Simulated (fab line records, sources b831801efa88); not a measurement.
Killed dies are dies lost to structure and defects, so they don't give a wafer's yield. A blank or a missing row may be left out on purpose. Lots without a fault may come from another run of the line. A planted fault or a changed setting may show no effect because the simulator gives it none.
fab line records | flow gf180mcu
record lots=12 wafers=36 last_day=34
route steps=602 shown M2@365 V2@383
lots that met no fault: from a run of the same line without faults
start_h: hours from the record's first day to the start of the lot's first wafer shown | wait_h: hours since the lot's step before | " the same as in the row above | L1.1+2: a row that stands for several wafers | - no value, or no start given | * or withheld: withheld | < > ~ a bound
route shown NAME@n: a module of which the file shows steps, and the number in the route of the first | usual: mean/standard deviation of fault-free wafers | same: alike in all rows | chamber/n: place in a boat | sites: the reading at each site | _std_site: their standard deviation | _edge_site: outer sites' mean less inner sites' | radius_mm: how far each site lies from the wafer's centre | mask NAME#n: copy n | behind: the tool/chamber that last shaped the wafer | hold: why the lot was held/for how many hours/how that ended | device: the transistor (n, p or np) that didn't switch | end of line: the same wafers' tests at the end of the route | a step without rows: its recipe alone | killed: dies lost to structure and defects at the first sort, not the wafer's yield | map: a wafer's dies, x killed, . not, _ none there
set.NAME: the setting as run; set.NAME@STEP: as run at that earlier step | model.NAME: the simulator's own value behind a step, which no gauge read
steps of the route over a sample of lots; a table a step, a row a wafer
services: from which hour (start_h, from the record's first day; less than 0 if before it) a tool's chamber was out of use, for how many hours, and why
## steps
# step GF_M2_SPUTTER_03
# recipe material=Ti target_thk_nm=10 substrate_temp_c=300 chamber_pressure_pa=0.3 power_w=3000 time_s=6.7
# usual substrate_temp_c=299.99/0.18 throttle_valve_pct=30.0/0.92
# columns lot.wafer tool chamber start_h wait_h substrate_temp_c throttle_valve_pct
L514.1 pvd_sputter-02 - 440.54 0.0 299.70 29.3
L514.5 " - " " 299.87 32.9
L514.6 " - " " 299.95 29.3
L515.1 pvd_sputter-03 - 447.22 0.0 300.06 30.2
L515.3 " - " " 299.89 29.4
L515.4 " - " " 300.41 29.1
L516.1 pvd_sputter-02 - 457.50 0.0 300.28 32.6
L516.4 " - " " 299.93 29.5
L516.5 " - " " 299.56 30.2
L517.1 pvd_sputter-02 - 468.78 0.0 300.16 32.7
L517.5 " - " " 299.92 29.1
L517.6 " - " " 299.75 30.5
L518.1 pvd_sputter-02 - 472.56 0.0 300.08 32.6
L518.4 " - " " 300.04 29.3
L518.6 " - " " 300.09 29.3
L520.1 pvd_sputter-01 - 494.04 0.0 299.83 29.4
L520.2 " - " " 300.10 29.8
L520.5 " - " " 299.96 30.9
L522.1 pvd_sputter-01 - 511.98 0.0 300.15 29.5
L522.4 " - " " 299.76 29.4
L522.6 " - " " 299.97 29.2
L526.1 pvd_sputter-02 - 546.97 0.0 299.94 29.3
L526.2 " - " " 300.17 30.2
L526.5 " - " " 299.76 29.5
L527.2 pvd_sputter-03 - 553.47 0.0 299.89 30.2
L527.3 " - " " 299.90 29.6
L527.5 " - " " 300.15 29.7
L528.4 pvd_sputter-02 - 562.26 0.0 300.43 29.7
L528.5 " - " " 299.83 29.5
L528.6 " - " " 299.81 30.2
L531.3 pvd_sputter-03 - 586.70 0.0 300.02 30.1
L531.4 " - " " 300.07 28.8
L531.6 " - " " 299.99 29.8
L534.2 pvd_sputter-03 - 604.96 0.0 300.23 29.1
L534.4 " - " " 300.03 30.0
L534.6 " - " " 300.09 29.9
# step GF_M2_THK_MEAS_06
# recipe thk_meas_gauge=xrf reads=AlCu_of_M2_SPUTTER_02
# usual M2_ALCU_THK=454/6
# columns lot.wafer tool chamber start_h wait_h M2_ALCU_THK[nm]
L514.1 film_metro-04 - 440.72 0.1 454
L514.5 " - " " 458
L514.6 " - " " 450
L515.1 film_metro-02 - 447.40 0.1 455
L515.3 " - " " 453
L515.4 " - " " 466
L516.1 film_metro-04 - 457.68 0.1 450
L516.4 " - " " 445
L516.5 " - " " 455
L517.1 film_metro-03 - 468.96 0.1 456
L517.5 " - " " 451
L517.6 " - " " 459
L518.1 film_metro-03 - 472.74 0.1 450
L518.4 " - " " 447
L518.6 " - " " 444
L520.1 film_metro-04 - 494.22 0.1 451
L520.2 " - " " 448
L520.5 " - " " 453
L522.1 film_metro-04 - 512.16 0.1 438
L522.4 " - " " 444
L522.6 " - " " 447
L526.1 film_metro-02 - 547.15 0.1 446
L526.2 " - " " 452
L526.5 " - " " 445
L527.2 film_metro-02 - 553.66 0.1 449
L527.3 " - " " 445
L527.5 " - " " 455
L528.4 film_metro-04 - 562.47 0.1 456
L528.5 " - " " 452
L528.6 " - " " 458
L531.3 film_metro-02 - 586.90 0.1 459
L531.4 " - " " 462
L531.6 " - " " 452
L534.2 film_metro-03 - 605.15 0.1 468
L534.4 " - " " 460
L534.6 " - " " 463
# step GF_V2_THK_MEAS_01
# recipe reads=SiO2_of_V2_CVD_00
# usual V2_CVD_00_THK=602/9
# columns lot.wafer tool chamber start_h wait_h V2_CVD_00_THK[nm]
L514.1 film_metro-01 - 466.02 0.0 596
L514.5 " - " " 593
L514.6 " - " " 597
L515.1 film_metro-02 - 472.51 0.0 601
L515.3 " - " " 600
L515.4 " - " " 593
L516.1 film_metro-04 - 482.78 0.0 601
L516.4 " - " " 600
L516.5 " - " " 621
L517.1 film_metro-01 - 493.62 0.0 602
L517.5 " - " " 605
L517.6 " - " " 601
L518.1 film_metro-01 - 498.09 0.1 622
L518.4 " - " " 620
L518.6 " - " " 607
L520.1 film_metro-04 - 518.94 0.0 601
L520.2 " - " " 587
L520.5 " - " " 607
L522.1 film_metro-04 - 535.58 0.0 615
L522.4 " - " " 594
L522.6 " - " " 617
L526.1 film_metro-02 - 569.56 0.0 604
L526.2 " - " " 609
L526.5 " - " " 601
L527.2 film_metro-02 - 576.09 0.0 589
L527.3 " - " " 607
L527.5 " - " " 598
L528.4 film_metro-04 - 585.27 0.0 592
L528.5 " - " " 593
L528.6 " - " " 598
L531.3 film_metro-04 - 608.69 0.1 600
L531.4 " - " " 602
L531.6 " - " " 592
L534.2 film_metro-02 - 626.12 0.0 591
L534.4 " - " " 586
L534.6 " - " " 596
# step GF_V2_CVD_02
# recipe material=SiO2 target_thk_nm=850 precursor=TEOS temp_c=400 time_s=94.851 rf_w=600
# usual heater_power_outer_w=376/67 heater_power_w=654/100
# columns lot.wafer tool chamber start_h wait_h heater_power_outer_w heater_power_w
L514.1 pecvd-04 2 466.08 0.1 380 695
L514.5 " 2 " " 404 719
L514.6 " 1 " " 421 687
L515.1 pecvd-04 0 472.57 0.1 337 602
L515.3 " 1 " " 410 678
L515.4 " 1 " " 440 725
L516.1 pecvd-03 2 482.84 0.1 392 764
L516.4 " 0 " " 182 358
L516.5 " 2 " " 438 842
L517.1 pecvd-04 0 493.68 0.1 299 562
L517.5 " 1 " " 422 702
L517.6 " 0 " " 332 593
L518.1 pecvd-04 2 498.15 0.1 413 699
L518.4 " 1 " " 443 717
L518.6 " 2 " " 433 759
L520.1 pecvd-03 0 519.00 0.1 235 431
L520.2 " 1 " " 420 646
L520.5 " 0 " " 258 445
L522.1 pecvd-02 1 535.64 0.1 417 722
L522.4 " 0 " " 395 675
L522.6 " 2 " " 300 550
L526.1 pecvd-04 2 569.62 0.1 425 736
L526.2 " 1 " " 372 628
L526.5 " 2 " " 314 622
L527.2 pecvd-04 1 576.14 0.0 400 657
L527.3 " 2 " " 417 744
L527.5 " 0 " " 270 513
L528.4 pecvd-04 1 585.33 0.1 327 567
L528.5 " 0 " " 349 625
L528.6 " 2 " " 407 715
L531.3 pecvd-03 1 608.73 0.0 378 591
L531.4 " 2 " " 481 868
L531.6 " 0 " " 261 463
L534.2 pecvd-02 2 626.17 0.0 381 686
L534.4 " 0 " " 395 662
L534.6 " 1 " " 424 710
# step GF_V2_THK_MEAS_03
# recipe reads=SiO2_of_V2_CVD_02
# usual V2_CVD_02_THK=850/14
# columns lot.wafer tool chamber start_h wait_h V2_CVD_02_THK[nm]
L514.1 film_metro-04 - 466.15 0.0 845
L514.5 " - " " 875
L514.6 " - " " 864
L515.1 film_metro-04 - 472.64 0.0 818
L515.3 " - " " 857
L515.4 " - " " 868
L516.1 film_metro-02 - 482.91 0.0 850
L516.4 " - " " 855
L516.5 " - " " 862
L517.1 film_metro-04 - 493.75 0.0 831
L517.5 " - " " 853
L517.6 " - " " 847
L518.1 film_metro-02 - 498.22 0.0 856
L518.4 " - " " 863
L518.6 " - " " 864
L520.1 film_metro-02 - 519.07 0.0 836
L520.2 " - " " 842
L520.5 " - " " 846
L522.1 film_metro-02 - 535.71 0.0 841
L522.4 " - " " 868
L522.6 " - " " 868
L526.1 film_metro-04 - 569.69 0.0 1247
L526.2 " - " " 1246
L526.5 " - " " 1257
L527.2 film_metro-04 - 576.22 0.0 1252
L527.3 " - " " 1251
L527.5 " - " " 1239
L528.4 film_metro-02 - 585.40 0.0 1267
L528.5 " - " " 1252
L528.6 " - " " 1264
L531.3 film_metro-01 - 608.82 0.1 847
L531.4 " - " " 848
L531.6 " - " " 846
L534.2 film_metro-01 - 626.25 0.0 856
L534.4 " - " " 849
L534.6 " - " " 835
# step GF_V2_CMP_04
# recipe material=SiO2 down_force_psi=4 platen_rpm=60 pad_velocity_m_s=0.94248
# usual motor_current_A=12.5/1.6 time_to_endpoint_s=78/6.4
# columns lot.wafer tool chamber start_h wait_h motor_current_A time_to_endpoint_s
L514.1 cmp-02 3 466.21 0.1 13.3 83
L514.5 " 3 " " 13.7 93
L514.6 " 0 " " 10.5 80
L515.3 cmp-01 0 472.70 0.0 11.4 82
L515.4 " 1 " " 12.7 78
L515.1 " 3 " " 10.7 66
L516.4 cmp-02 0 483.02 0.1 10.1 77
L516.1 " 1 " " 15.2 81
L516.5 " 0 " " 10.6 80
L517.1 cmp-02 3 493.86 0.1 13.7 71
L517.5 " 2 " " 12.1 70
L517.6 " 3 " " 13.2 78
L518.1 cmp-02 1 498.28 0.1 15.9 80
L518.4 " 3 " " 13.3 90
L518.6 " 2 " " 11.6 76
L520.2 cmp-02 0 519.18 0.1 10.5 75
L520.1 " 1 " " 14.8 76
L520.5 " 3 " " 12.6 81
L522.4 cmp-01 2 535.82 0.1 13.5 85
L522.1 " 3 " " 10.4 75
L522.6 " 1 " " 12.4 83
L526.2 cmp-02 0 569.75 0.0 10.5 224
L526.1 " 2 " " 12.0 217
L526.5 " 0 " " 10.8 224
L527.2 cmp-01 2 576.32 0.1 13.8 227
L527.3 " 3 " " 10.6 229
L527.5 " 2 " " 13.3 224
L528.4 cmp-02 1 585.50 0.1 14.8 235
L528.5 " 1 " " 15.9 224
L528.6 " 2 " " 12.3 212
L531.4 cmp-02 0 608.96 0.1 10.5 74
L531.3 " 1 " " 15.7 77
L531.6 " 3 " " 14.1 81
L534.2 cmp-01 2 626.30 0.0 13.2 84
L534.4 " 1 " " 12.7 78
L534.6 " 2 " " 14.3 78
## services
# columns tool chamber start_h hours kind
pecvd-02 - 419.51 1.2 repair
pecvd-02 2 433.99 5.2 repair
cmp-02 - 436.00 1.5 repair
pvd_sputter-01 - 438.59 1.9 repair
pvd_sputter-03 - 453.78 8.7 repair
cmp-02 - 477.44 4.2 pm
cmp-01 - 502.91 4.5 repair
cmp-01 - 525.64 3.5 repair
pvd_sputter-02 - 528.37 8.7 repair
cmp-01 - 529.94 1.2 repair
cmp-01 - 538.97 9.6 repair
pvd_sputter-03 - 541.97 1.4 repair
cmp-02 - 549.13 0.2 repair
cmp-01 - 551.40 1.7 repair
pecvd-03 - 552.59 0.6 repair
cmp-01 - 559.81 1.0 repair
pvd_sputter-03 - 560.40 1.4 repair
cmp-01 - 568.30 0.8 repair
pvd_sputter-02 - 568.85 2.3 repair
cmp-02 - 572.00 4.0 pm
pecvd-03 - 578.36 3.3 repair
cmp-01 - 583.96 3.7 repair
pecvd-04 - 591.12 14.0 pm
pecvd-04 - 624.91 2.8 pm
## key
first_sign step=GF_V2_THK_MEAS_03 reading=V2_CVD_02_THK direction=up sigmas=30 usual=850 struck=1253
effect step=GF_V2_CMP_04 reading=time_to_endpoint_s direction=up sigmas=23 usual=* struck=*
met_at GF_V2_CVD_02
struck_lots L526,L527,L528
not_acting_at GF_M2_SPUTTER_03,GF_M2_THK_MEAS_06,GF_V2_THK_MEAS_01
onset_between 498.15 569.62
fault kind=process_parameter_drift tool=pecvd-04 chamber=- onset_h=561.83 steps=GF_V2_CVD_02 channel=target_thk_nm offset=398.95 shape=step end_h=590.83 acts_in=these_recipes_only stated=850
